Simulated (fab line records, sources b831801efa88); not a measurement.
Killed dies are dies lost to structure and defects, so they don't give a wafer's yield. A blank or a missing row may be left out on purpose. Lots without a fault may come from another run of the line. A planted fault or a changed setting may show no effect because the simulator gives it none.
Chamber matching | flow sky130 | SKY_VIA1_ETCH_15 on rie_diel-03: 4 sister chambers
The step etches SiO2 in C4F8/O2/Ar, stops on TiN, target depth 351 nm, time 54 s. 17 wafers are shown with their chamber, then 8 later ones without.

WAFERS WITH THEIR CHAMBER
wafer  | chamber | run_length_s (s) | oes_product_au (a.u.) | chamber_pressure_mTorr (mTorr)
L672.2 | 0       | 82.6             | 0.982                 | 39.98
L672.4 | 2       | 82.6             | 0.977                 | 40.05
L672.5 | 1       | 81.5             | 0.980                 | 40.03
L673.2 | 2       | 82.6             | 0.985                 | 39.98
L673.5 | 0       | 82.6             | 0.980                 | 40.03
L673.6 | 1       | 82.1             | 0.979                 | 39.94
L674.1 | 3       | 82.4             | 0.983                 | 40.01
L674.4 | 1       | 81.7             | 0.976                 | 39.95
L675.2 | 1       | 81.7             | 0.978                 | 40.02
L675.6 | 0       | 81.9             | 0.993                 | 39.95
L685.2 | 2       | 82.6             | 0.977                 | 40.01
L685.5 | 2       | 82.4             | 0.983                 | 39.98
L685.6 | 1       | 81.6             | 0.982                 | 39.99
L686.2 | 2       | 82.7             | 0.991                 | 40.00
L686.5 | 3       | 82.9             | 0.988                 | 40.03
L686.6 | 2       | 82.8             | 0.987                 | 39.99
L688.4 | 0       | 82.0             | 0.977                 | 40.07

SIGNATURES (means of the wafers above)
reading                | chamber 0 | chamber 1 | chamber 2 | chamber 3 | scatter within a chamber
run_length_s           | 82.275    | 81.720    | 82.617    | 82.650    | 0.256
oes_product_au         | 0.98300   | 0.97900   | 0.98333   | 0.98550   | 0.00507
chamber_pressure_mTorr | 40.0075   | 39.9860   | 40.0017   | 40.0200   | 0.0379
Rule: a wafer's distance from a chamber is the root of the sum, over the readings, of the square of ((its reading less the chamber's mean) divided by the reading's scatter). The wafer belongs to the nearest chamber; if the next one is less than 2 further off, it can't be placed. The scatter: the root of (the sum of the squares of (reading less its chamber's mean) over the shown wafers, divided by (wafers less chambers)).

WAFERS WITHOUT THEIR CHAMBER
wafer  | run_length_s (s) | oes_product_au (a.u.) | chamber_pressure_mTorr (mTorr)
L688.5 | 82.3             | 0.976                 | 40.01
L688.6 | 82.5             | 0.983                 | 39.99
L690.1 | 82.2             | 0.983                 | 40.02
L690.5 | 82.1             | 0.977                 | 39.99
L690.6 | 81.8             | 0.972                 | 39.96
L692.2 | 82.9             | 0.982                 | 39.95
L692.5 | 82.8             | 0.981                 | 40.00
L692.6 | 82.3             | 0.976                 | 40.01

WHICH CHAMBER EACH WENT THROUGH
wafer  | from the rows above               | in truth
L688.5 | can't be placed: 0 or 2 or 3 or 1 | 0
L688.6 | can't be placed: 2 or 0 or 3      | 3
L690.1 | can't be placed: 0 or 2 or 3 or 1 | 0
L690.5 | can't be placed: 0 or 1 or 2 or 3 | 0
L690.6 | can't be placed: 1 or 0           | 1
L692.2 | can't be placed: 2 or 3 or 0      | 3
L692.5 | can't be placed: 2 or 3 or 0      | 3
L692.6 | can't be placed: 0 or 2 or 3 or 1 | 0
Placed correctly: 0 of 8. Can't be placed from these rows: 8 (the true chamber is among the candidates in 8). Placed wrongly: 0.
